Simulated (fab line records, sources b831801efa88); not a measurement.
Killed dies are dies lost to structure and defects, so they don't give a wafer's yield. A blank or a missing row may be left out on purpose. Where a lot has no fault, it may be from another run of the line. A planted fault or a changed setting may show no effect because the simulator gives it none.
fab line records	flow sky130
record: lots: 24	wafers: 72	last-day: 50
route steps=708 shown METAL2@488 METAL3@534 CAPM@541 VIA3@589 METAL4@598
lots that met no fault: from a run of the same line without faults
start-h: the number of hours between the record's first day and the start of the first shown wafer of the lot	wait-h: hours elapsed since this lot's preceding step	" repeats the value in the row above	L1.1+2: one row covering several wafers at once	- no value present, or no start provided	* or withheld: withheld	< > ~ a bound
route shown NAME@n: NAME is a module with steps in the file, n the number in the route of the first one	usual: average and standard deviation across the fault-free wafers	same: alike in all rows	chamber/n: place in a boat	sites: per-site readings	_std_site: standard deviation across them	_edge_site: outer sites' mean less inner sites'	radius-mm: how far each site lies from the wafer's centre	mask NAME#n: copy n	behind: tool/chamber where the wafer was last shaped	hold: why the lot was held/for how many hours/how that ended	device: names the non-switching transistor (n, p or np)	end of line: the route-end tests of the same wafers	where a step has no rows: the recipe by itself	killed: at the first sort, the dies lost to defects and structure; wafer yield is something else	map: a wafer's dies, marking killed ones x, the rest . and places with no die _
set.NAME: the setting the step ran with; set.NAME@STEP: the setting that earlier step ran with	model.NAME: the simulator's own value behind a step, which no gauge read
a sample of lots followed through the steps of the route, with each step as a table and each wafer as a row
services: from which hour (start-h, from the record's first day; less than 0 if before it) a tool's chamber was out of use, for how many hours, and why
== steps ==
step: SKY_METAL2_RS_MEAS_05
recipe: thk-meas-gauge: four-point-probe	reads: TiN_of_METAL2_SPUTTER_04+Ti_of_METAL2_SPUTTER_03+AlCu_of_METAL2_SPUTTER_02+TiN_of_METAL2_SPUTTER_01+Ti_of_METAL2_SPUTTER_00
usual: METAL2_ALCU_RS: 0.1271/0.0015
lot.wafer	tool	chamber	start-h	wait-h	METAL2_ALCU_RS[ohm/sq]
L074.1	film-metro-04	-	790.33	0.0	0.1266
L074.2	"	-	"	"	0.1263
L074.6	"	-	"	"	0.1252
L075.2	film-metro-04	-	794.85	0.0	0.1274
L075.4	"	-	"	"	0.1281
L075.5	"	-	"	"	0.1279
L076.1	film-metro-03	-	803.27	0.0	0.1266
L076.5	"	-	"	"	0.1261
L076.6	"	-	"	"	0.1267
L077.2	film-metro-04	-	811.25	0.0	0.1264
L077.5	"	-	"	"	0.1248
L077.6	"	-	"	"	0.1262
L078.3	film-metro-03	-	821.62	0.1	0.1284
L078.4	"	-	"	"	0.1298
L078.6	"	-	"	"	0.1299
L079.2	film-metro-04	-	832.50	0.0	0.1266
L079.3	"	-	"	"	0.1273
L079.4	"	-	"	"	0.1272
L080.2	film-metro-03	-	833.42	0.0	0.1291
L080.5	"	-	"	"	0.1280
L080.6	"	-	"	"	0.1264
L081.1	film-metro-04	-	847.54	0.0	0.1257
L081.2	"	-	"	"	0.1274
L081.6	"	-	"	"	0.1273
L082.2	film-metro-02	-	861.47	0.0	0.1262
L082.4	"	-	"	"	0.1265
L082.6	"	-	"	"	0.1271
L083.2	film-metro-02	-	865.52	0.0	0.1251
L083.4	"	-	"	"	0.1253
L083.6	"	-	"	"	0.1254
L084.2	film-metro-04	-	873.23	0.0	0.1273
L084.4	"	-	"	"	0.1257
L084.6	"	-	"	"	0.1276
L085.1	film-metro-04	-	876.25	0.0	0.1283
L085.4	"	-	"	"	0.1278
L085.5	"	-	"	"	0.1292
L086.1	film-metro-03	-	887.75	0.0	0.1269
L086.2	"	-	"	"	0.1270
L086.4	"	-	"	"	0.1274
L087.3	film-metro-04	-	895.90	0.1	0.1275
L087.4	"	-	"	"	0.1258
L087.6	"	-	"	"	0.1263
L088.1	film-metro-04	-	897.41	0.0	0.1297
L088.4	"	-	"	"	0.1308
L088.6	"	-	"	"	0.1296
L089.1	film-metro-03	-	910.93	0.0	0.1286
L089.2	"	-	"	"	0.1271
L089.4	"	-	"	"	0.1280
L090.2	film-metro-04	-	915.65	0.0	0.1291
L090.5	"	-	"	"	0.1275
L090.6	"	-	"	"	0.1290
L091.2	film-metro-03	-	923.31	0.0	0.1278
L091.3	"	-	"	"	0.1272
L091.4	"	-	"	"	0.1280
L092.1	film-metro-04	-	925.10	0.0	0.1258
L092.3	"	-	"	"	0.1277
L092.4	"	-	"	"	0.1263
L094.2	film-metro-03	-	944.53	0.0	0.1285
L094.4	"	-	"	"	0.1294
L094.6	"	-	"	"	0.1281
L093.4	film-metro-02	-	947.59	0.1	0.1282
L093.5	"	-	"	"	0.1282
L093.6	"	-	"	"	0.1275
L095.3	film-metro-04	-	948.27	0.1	0.1265
L095.4	"	-	"	"	0.1260
L095.5	"	-	"	"	0.1262
L096.4	film-metro-03	-	953.89	0.1	0.1257
L096.5	"	-	"	"	0.1248
L096.6	"	-	"	"	0.1248
L097.3	film-metro-03	-	959.09	0.1	0.1249
L097.4	"	-	"	"	0.1242
L097.5	"	-	"	"	0.1249
step: SKY_METAL3_SPUTTER_02
recipe: material: AlCu	target-thk-nm: 735	power-w: 10600	time-s: 39.1	chamber-pressure-pa: 0.4
usual: throttle-valve-pct: 30.2/1
lot.wafer	tool	chamber	start-h	wait-h	throttle-valve-pct
L074.1	pvd-sputter-02	-	846.62	0.0	29.9
L074.2	"	-	"	"	29.4
L074.6	"	-	"	"	29.2
L075.2	pvd-sputter-04	-	851.10	0.0	30.1
L075.4	"	-	"	"	31.6
L075.5	"	-	"	"	28.3
L076.1	pvd-sputter-04	-	860.11	0.0	28.5
L076.5	"	-	"	"	28.5
L076.6	"	-	"	"	30.3
L077.2	pvd-sputter-01	-	866.53	0.0	30.7
L077.5	"	-	"	"	30.7
L077.6	"	-	"	"	29.6
L078.3	pvd-sputter-01	-	876.46	0.0	30.5
L078.4	"	-	"	"	30.2
L078.6	"	-	"	"	30.6
L079.2	pvd-sputter-01	-	887.39	0.0	30.4
L079.3	"	-	"	"	30.1
L079.4	"	-	"	"	30.8
L080.2	pvd-sputter-01	-	889.54	0.0	30.8
L080.5	"	-	"	"	29.4
L080.6	"	-	"	"	30.3
L081.1	pvd-sputter-02	-	902.22	0.0	33.0
L081.2	"	-	"	"	29.3
L081.6	"	-	"	"	29.5
L082.2	pvd-sputter-04	-	916.71	0.0	30.0
L082.4	"	-	"	"	28.2
L082.6	"	-	"	"	31.5
L083.2	pvd-sputter-01	-	919.98	0.0	30.1
L083.4	"	-	"	"	29.7
L083.6	"	-	"	"	30.1
L084.2	pvd-sputter-01	-	927.15	0.0	30.4
L084.4	"	-	"	"	30.4
L084.6	"	-	"	"	30.2
L085.1	pvd-sputter-01	-	929.90	0.0	30.4
L085.4	"	-	"	"	30.4
L085.5	"	-	"	"	30.3
L086.1	pvd-sputter-01	-	941.18	0.0	30.7
L086.2	"	-	"	"	29.7
L086.4	"	-	"	"	30.6
L087.3	pvd-sputter-04	-	947.84	0.0	30.4
L087.4	"	-	"	"	28.4
L087.6	"	-	"	"	28.6
L088.1	pvd-sputter-04	-	952.24	0.0	28.4
L088.4	"	-	"	"	31.9
L088.6	"	-	"	"	29.9
L089.1	pvd-sputter-02	-	962.72	0.0	31.1
L089.2	"	-	"	"	29.3
L089.4	"	-	"	"	29.6
L090.2	pvd-sputter-04	-	967.19	0.0	31.6
L090.5	"	-	"	"	28.4
L090.6	"	-	"	"	31.7
L091.2	pvd-sputter-04	-	974.68	0.0	31.9
L091.3	"	-	"	"	28.8
L091.4	"	-	"	"	30.0
L092.1	pvd-sputter-04	-	977.80	0.0	28.5
L092.3	"	-	"	"	30.2
L092.4	"	-	"	"	32.2
L094.2	pvd-sputter-04	-	995.47	0.0	30.1
L094.4	"	-	"	"	30.0
L094.6	"	-	"	"	31.6
L093.4	pvd-sputter-04	-	997.65	0.0	31.7
L093.5	"	-	"	"	29.8
L093.6	"	-	"	"	30.3
L095.3	pvd-sputter-01	-	998.94	0.0	29.5
L095.4	"	-	"	"	30.7
L095.5	"	-	"	"	29.4
L096.4	pvd-sputter-04	-	1004.45	0.0	29.8
L096.5	"	-	"	"	28.5
L096.6	"	-	"	"	31.5
L097.3	pvd-sputter-01	-	1009.92	0.0	30.3
L097.4	"	-	"	"	29.3
L097.5	"	-	"	"	30.4
step: SKY_CAPM_THK_MEAS_04
recipe: thk-meas-gauge: xrf	reads: TiN_of_CAPM_SPUTTER_02
usual: CAPM_TIN_THK: 200.3/2.6
lot.wafer	tool	chamber	start-h	wait-h	CAPM_TIN_THK[nm]
L074.1	film-metro-01	-	847.04	0.1	201.0
L074.2	"	-	"	"	202.8
L074.6	"	-	"	"	199.5
L075.2	film-metro-02	-	851.52	0.1	200.5
L075.4	"	-	"	"	197.9
L075.5	"	-	"	"	201.3
L076.1	film-metro-02	-	860.58	0.1	198.8
L076.5	"	-	"	"	201.0
L076.6	"	-	"	"	202.5
L077.2	film-metro-01	-	866.96	0.1	199.6
L077.5	"	-	"	"	201.7
L077.6	"	-	"	"	200.0
L078.3	film-metro-04	-	876.91	0.1	194.5
L078.4	"	-	"	"	198.0
L078.6	"	-	"	"	195.3
L079.2	film-metro-04	-	887.81	0.1	197.6
L079.3	"	-	"	"	196.6
L079.4	"	-	"	"	196.9
L080.2	film-metro-04	-	889.97	0.1	197.1
L080.5	"	-	"	"	196.9
L080.6	"	-	"	"	198.4
L081.1	film-metro-01	-	902.63	0.1	204.2
L081.2	"	-	"	"	204.7
L081.6	"	-	"	"	203.1
L082.2	film-metro-02	-	917.14	0.1	200.0
L082.4	"	-	"	"	199.5
L082.6	"	-	"	"	199.6
L083.2	film-metro-01	-	920.41	0.1	197.6
L083.4	"	-	"	"	200.4
L083.6	"	-	"	"	199.0
L084.2	film-metro-04	-	927.57	0.1	197.5
L084.4	"	-	"	"	197.5
L084.6	"	-	"	"	196.7
L085.1	film-metro-01	-	930.31	0.1	203.2
L085.4	"	-	"	"	204.9
L085.5	"	-	"	"	205.2
L086.1	film-metro-01	-	941.60	0.1	200.1
L086.2	"	-	"	"	203.6
L086.4	"	-	"	"	198.2
L087.3	film-metro-01	-	948.27	0.1	203.0
L087.4	"	-	"	"	204.3
L087.6	"	-	"	"	205.1
L088.1	film-metro-04	-	952.65	0.1	197.6
L088.4	"	-	"	"	199.1
L088.6	"	-	"	"	196.3
L089.1	film-metro-04	-	963.14	0.1	199.3
L089.2	"	-	"	"	200.4
L089.4	"	-	"	"	199.1
L090.2	film-metro-04	-	967.63	0.1	200.4
L090.5	"	-	"	"	202.1
L090.6	"	-	"	"	201.7
L091.2	film-metro-04	-	975.11	0.1	199.0
L091.3	"	-	"	"	200.3
L091.4	"	-	"	"	200.5
L092.1	film-metro-01	-	978.22	0.1	202.8
L092.3	"	-	"	"	199.0
L092.4	"	-	"	"	201.4
L094.2	film-metro-01	-	995.90	0.1	199.6
L094.4	"	-	"	"	202.3
L094.6	"	-	"	"	202.7
L093.4	film-metro-01	-	998.08	0.1	202.8
L093.5	"	-	"	"	201.7
L093.6	"	-	"	"	201.5
L095.3	film-metro-04	-	999.37	0.1	198.3
L095.4	"	-	"	"	200.0
L095.5	"	-	"	"	198.5
L096.4	film-metro-01	-	1004.90	0.1	203.6
L096.5	"	-	"	"	204.7
L096.6	"	-	"	"	201.5
L097.3	film-metro-04	-	1010.37	0.1	199.4
L097.4	"	-	"	"	199.5
L097.5	"	-	"	"	197.3
step: SKY_CAPM_OVL_MEAS_12
usual: CAPM_OVL: -0.7/1.2
lot.wafer	tool	chamber	start-h	wait-h	CAPM_OVL[nm]
L074.1	overlay-01	-	872.44	0.1	2.0
L074.2	"	-	"	"	1.1
L074.6	"	-	"	"	-0.3
L075.2	overlay-02	-	876.73	0.1	2.1
L075.4	"	-	"	"	1.4
L075.5	"	-	"	"	1.5
L076.1	overlay-02	-	886.44	0.1	1.8
L076.5	"	-	"	"	1.5
L076.6	"	-	"	"	-0.2
L077.2	overlay-02	-	892.40	0.1	-2.4
L077.5	"	-	"	"	-1.8
L077.6	"	-	"	"	-1.0
L078.3	overlay-02	-	901.60	0.1	-0.2
L078.4	"	-	"	"	1.5
L078.6	"	-	"	"	-1.6
L079.2	overlay-01	-	913.10	0.1	-1.7
L079.3	"	-	"	"	-1.9
L079.4	"	-	"	"	-2.0
L080.2	overlay-01	-	915.15	0.1	-1.6
L080.5	"	-	"	"	-2.3
L080.6	"	-	"	"	0.1
L081.1	overlay-02	-	927.29	0.1	0.4
L081.2	"	-	"	"	-1.4
L081.6	"	-	"	"	0.0
L082.2	overlay-02	-	941.45	0.1	-1.6
L082.4	"	-	"	"	-2.3
L082.6	"	-	"	"	-0.7
L083.2	overlay-01	-	944.60	0.1	0.2
L083.4	"	-	"	"	-2.3
L083.6	"	-	"	"	-2.6
L084.2	overlay-02	-	950.95	0.1	-1.0
L084.4	"	-	"	"	0.1
L084.6	"	-	"	"	-1.3
L085.1	overlay-01	-	953.64	0.1	-0.3
L085.4	"	-	"	"	-1.4
L085.5	"	-	"	"	-0.4
L086.1	overlay-01	-	964.79	0.1	-0.1
L086.2	"	-	"	"	-0.6
L086.4	"	-	"	"	-2.6
L087.3	overlay-01	-	972.10	0.1	0.6
L087.4	"	-	"	"	-1.0
L087.6	"	-	"	"	0.0
L088.1	overlay-01	-	975.99	0.1	-0.8
L088.4	"	-	"	"	1.0
L088.6	"	-	"	"	-0.4
L089.1	overlay-01	-	986.82	0.1	-1.7
L089.2	"	-	"	"	-0.6
L089.4	"	-	"	"	-1.5
L090.2	overlay-01	-	990.03	0.1	-1.0
L090.5	"	-	"	"	0.4
L090.6	"	-	"	"	-0.7
L091.2	overlay-02	-	998.23	0.1	-1.2
L091.3	"	-	"	"	-0.8
L091.4	"	-	"	"	0.3
L092.1	overlay-02	-	1001.34	0.1	0.5
L092.3	"	-	"	"	1.3
L092.4	"	-	"	"	-0.1
L094.2	overlay-02	-	1018.80	0.1	0.1
L094.4	"	-	"	"	-1.0
L094.6	"	-	"	"	-0.7
L093.4	overlay-01	-	1020.79	0.1	-0.8
L093.5	"	-	"	"	-1.4
L093.6	"	-	"	"	-1.6
L095.3	overlay-02	-	1021.95	0.1	-1.6
L095.4	"	-	"	"	-1.9
L095.5	"	-	"	"	-1.2
L096.4	overlay-01	-	1027.26	0.1	1.1
L096.5	"	-	"	"	-1.6
L096.6	"	-	"	"	-1.0
L097.3	overlay-01	-	1032.60	0.1	-2.7
L097.4	"	-	"	"	-1.3
L097.5	"	-	"	"	-2.1
step: SKY_VIA3_STRIP_16
recipe: chemistry: O2/N2	power-w: 1400	pressure-mtorr: 1500	platen-temp-c: withheld	o2-flow-sccm: 3000	n2-flow-sccm: 300	overash-fraction: 0.5
usual: drypump-motor-current-A: 5.91/0.27	oes-product-au: 0.402/0.0051	strip-time-to-endpoint-s: 4.135/0.028
lot.wafer	tool	chamber	start-h	wait-h	drypump-motor-current-A	oes-product-au	rf-hours-counter-h	strip-time-to-endpoint-s
L074.1	plasma-asher-04	1	926.18	0.0	5.94	0.411	19	4.145
L074.2	"	0	"	"	6.24	0.389	19	4.179
L074.6	"	0	"	"	6.24	0.406	-	4.135
L075.2	plasma-asher-02	1	929.60	0.0	6.12	0.413	81	4.125
L075.4	"	1	"	"	6.10	0.392	-	4.106
L075.5	"	1	"	"	6.14	0.402	-	4.101
L076.1	plasma-asher-03	0	938.08	0.0	5.55	0.399	49	4.084
L076.5	"	1	"	"	6.02	0.398	-	4.096
L076.6	"	0	"	"	5.53	0.403	-	4.110
L077.2	plasma-asher-02	0	944.82	0.0	5.48	0.401	83	4.128
L077.5	"	0	"	"	5.49	0.405	-	4.112
L077.6	"	1	"	"	6.15	0.404	-	4.114
L078.3	plasma-asher-03	1	953.33	0.1	6.07	0.412	-	4.137
L078.4	"	0	"	"	5.55	0.408	-	4.121
L078.6	"	0	"	"	5.57	0.401	-	4.136
L079.2	plasma-asher-02	1	964.12	0.0	6.16	0.402	85	4.170
L079.3	"	1	"	"	6.15	0.405	-	4.152
L079.4	"	0	"	"	5.49	0.404	-	4.123
L080.2	plasma-asher-03	1	967.35	0.0	6.03	0.407	52	4.153
L080.5	"	0	"	"	5.60	0.402	-	4.121
L080.6	"	1	"	"	6.00	0.397	-	4.129
L081.1	plasma-asher-03	1	978.17	0.0	6.03	0.405	54	4.141
L081.2	"	0	"	"	5.62	0.404	54	4.128
L081.6	"	0	"	"	5.61	0.405	-	4.135
L082.2	plasma-asher-03	0	990.77	0.0	5.54	0.396	55	4.100
L082.4	"	1	"	"	6.05	0.406	-	4.122
L082.6	"	1	"	"	6.03	0.399	-	4.080
L083.2	plasma-asher-04	0	995.70	0.0	6.23	0.402	26	4.118
L083.4	"	1	"	"	5.93	0.403	-	4.142
L083.6	"	1	"	"	5.93	0.397	-	4.139
L084.2	plasma-asher-03	0	999.73	0.0	5.58	0.412	56	4.154
L084.4	"	1	"	"	6.04	0.398	-	4.081
L084.6	"	0	"	"	5.56	0.403	-	4.141
L085.1	plasma-asher-04	0	1003.27	0.0	6.25	0.400	27	4.138
L085.4	"	0	"	"	6.25	0.397	-	4.168
L085.5	"	1	"	"	5.93	0.409	-	4.177
L086.1	plasma-asher-03	0	1014.52	0.0	5.57	0.390	57	4.138
L086.2	"	1	"	"	6.06	0.401	57	4.159
L086.4	"	0	"	"	5.61	0.404	-	4.124
L087.3	plasma-asher-04	1	1021.42	0.1	5.93	0.408	-	4.155
L087.4	"	0	"	"	6.21	0.408	-	4.160
L087.6	"	1	"	"	5.92	0.408	-	4.176
L088.1	plasma-asher-04	1	1023.95	0.0	5.91	0.401	29	4.140
L088.4	"	1	"	"	5.92	0.404	-	4.125
L088.6	"	0	"	"	6.24	0.404	-	4.114
L089.1	plasma-asher-02	1	1034.77	0.0	6.15	0.400	92	4.213
L089.2	"	0	"	"	5.51	0.406	92	4.134
L089.4	"	1	"	"	6.17	0.402	-	4.163
L090.2	plasma-asher-04	0	1038.28	0.0	6.25	0.401	30	4.143
L090.5	"	1	"	"	5.91	0.397	-	4.128
L090.6	"	0	"	"	6.26	0.399	-	4.081
L091.2	plasma-asher-04	1	1045.70	0.0	5.92	0.396	31	4.158
L091.3	"	1	"	"	5.92	0.406	-	4.164
L091.4	"	0	"	"	6.26	0.404	-	4.186
L092.1	plasma-asher-04	0	1048.57	0.0	6.22	0.410	31	4.110
L092.3	"	1	"	"	5.92	0.400	-	4.131
L092.4	"	0	"	"	6.24	0.403	-	4.118
L094.2	plasma-asher-02	1	1066.03	0.0	6.16	0.398	95	4.148
L094.4	"	1	"	"	6.14	0.406	-	4.185
L094.6	"	1	"	"	6.15	0.392	-	4.176
L093.4	plasma-asher-02	1	1067.58	0.1	6.13	0.408	-	4.130
L093.5	"	0	"	"	5.50	0.410	-	4.150
L093.6	"	1	"	"	6.14	0.400	-	4.138
L095.3	plasma-asher-03	1	1068.47	0.1	6.03	0.403	-	4.105
L095.4	"	0	"	"	5.54	0.392	-	4.083
L095.5	"	1	"	"	6.04	0.397	-	4.111
L096.4	plasma-asher-04	1	1074.00	0.1	5.92	0.404	-	4.150
L096.5	"	0	"	"	6.25	0.404	-	4.168
L096.6	"	1	"	"	5.91	0.405	-	4.164
L097.3	plasma-asher-03	1	1077.98	0.1	6.02	0.399	-	4.095
L097.4	"	0	"	"	5.57	0.395	-	4.169
L097.5	"	1	"	"	6.05	0.405	-	4.118
step: SKY_METAL4_SPUTTER_00
recipe: material: Ti	target-thk-nm: 15	power-w: 3000	time-s: 10	chamber-pressure-pa: 0.4
usual: throttle-valve-pct: 30.5/1.1
lot.wafer	tool	chamber	start-h	wait-h	throttle-valve-pct
L074.1	pvd-sputter-02	-	927.44	0.1	30.0
L074.2	"	-	"	"	29.4
L074.6	"	-	"	"	29.2
L075.2	pvd-sputter-03	-	930.85	0.1	30.4
L075.4	"	-	"	"	30.9
L075.5	"	-	"	"	30.4
L076.1	pvd-sputter-04	-	939.35	0.1	30.2
L076.5	"	-	"	"	28.5
L076.6	"	-	"	"	31.7
L077.2	pvd-sputter-03	-	946.08	0.1	30.6
L077.5	"	-	"	"	30.4
L077.6	"	-	"	"	30.8
L078.3	pvd-sputter-02	-	954.89	0.2	32.8
L078.4	"	-	"	"	31.0
L078.6	"	-	"	"	33.1
L079.2	pvd-sputter-04	-	965.38	0.2	28.5
L079.3	"	-	"	"	32.1
L079.4	"	-	"	"	30.1
L080.2	pvd-sputter-02	-	968.81	0.2	32.8
L080.5	"	-	"	"	31.1
L080.6	"	-	"	"	32.9
L081.1	pvd-sputter-02	-	979.69	0.1	31.1
L081.2	"	-	"	"	33.0
L081.6	"	-	"	"	29.6
L082.2	pvd-sputter-02	-	992.03	0.1	30.0
L082.4	"	-	"	"	33.1
L082.6	"	-	"	"	31.1
L083.2	pvd-sputter-04	-	996.96	0.2	30.1
L083.4	"	-	"	"	30.3
L083.6	"	-	"	"	31.8
L084.2	pvd-sputter-02	-	1001.03	0.2	29.6
L084.4	"	-	"	"	33.0
L084.6	"	-	"	"	29.5
L085.1	pvd-sputter-03	-	1004.61	0.2	30.3
L085.4	"	-	"	"	30.0
L085.5	"	-	"	"	30.7
L086.1	pvd-sputter-03	-	1015.81	0.1	30.0
L086.2	"	-	"	"	30.6
L086.4	"	-	"	"	30.8
L087.3	pvd-sputter-03	-	1022.64	0.2	30.8
L087.4	"	-	"	"	29.9
L087.6	"	-	"	"	30.0
L088.1	pvd-sputter-03	-	1025.21	0.1	30.9
L088.4	"	-	"	"	30.6
L088.6	"	-	"	"	30.3
L089.1	pvd-sputter-03	-	1036.03	0.1	30.8
L089.2	"	-	"	"	30.5
L089.4	"	-	"	"	29.8
L090.2	pvd-sputter-03	-	1039.57	0.2	30.4
L090.5	"	-	"	"	30.0
L090.6	"	-	"	"	30.8
L091.2	pvd-sputter-04	-	1046.96	0.1	30.1
L091.3	"	-	"	"	28.6
L091.4	"	-	"	"	31.7
L092.1	pvd-sputter-02	-	1049.83	0.1	31.1
L092.3	"	-	"	"	29.4
L092.4	"	-	"	"	29.7
L094.2	pvd-sputter-04	-	1067.33	0.2	29.9
L094.4	"	-	"	"	28.5
L094.6	"	-	"	"	31.6
L093.4	pvd-sputter-03	-	1068.81	0.1	30.1
L093.5	"	-	"	"	30.3
L093.6	"	-	"	"	30.8
L095.3	pvd-sputter-04	-	1069.74	0.1	29.9
L095.4	"	-	"	"	28.6
L095.5	"	-	"	"	28.5
L096.4	pvd-sputter-02	-	1075.27	0.1	31.0
L096.5	"	-	"	"	29.6
L096.6	"	-	"	"	30.0
L097.3	pvd-sputter-04	-	1079.47	0.2	31.7
L097.4	"	-	"	"	29.9
L097.5	"	-	"	"	30.2
== services ==
tool	chamber	start-h	hours	kind
plasma-asher-03	-	828.12	33.1	repair
plasma-asher-02	-	837.41	15.6	pm
pvd-sputter-04	-	862.61	43.5	repair
plasma-asher-04	-	893.72	2.8	pm
pvd-sputter-01	1	899.84	-	consumable-replace:kit
pvd-sputter-01	1	899.84	18.0	scheduled-down
pvd-sputter-01	1	899.84	18.0	vent-cycle
pvd-sputter-02	1	902.32	-	consumable-replace:kit
pvd-sputter-02	1	902.32	18.0	scheduled-down
pvd-sputter-02	1	902.32	18.0	vent-cycle
pvd-sputter-02	-	945.60	2.5	repair
pvd-sputter-02	-	956.78	1.8	repair
pvd-sputter-02	-	971.94	0.6	repair
pvd-sputter-04	2	982.05	-	consumable-replace:kit
pvd-sputter-04	2	982.05	18.0	scheduled-down
pvd-sputter-04	2	982.05	18.0	vent-cycle
pvd-sputter-03	-	1014.56	1.2	repair
pvd-sputter-02	-	1018.62	7.8	repair
pvd-sputter-01	0	1033.53	-	consumable-replace:kit
pvd-sputter-01	0	1033.53	18.0	scheduled-down
pvd-sputter-01	0	1033.53	18.0	vent-cycle
== key ==
fault none
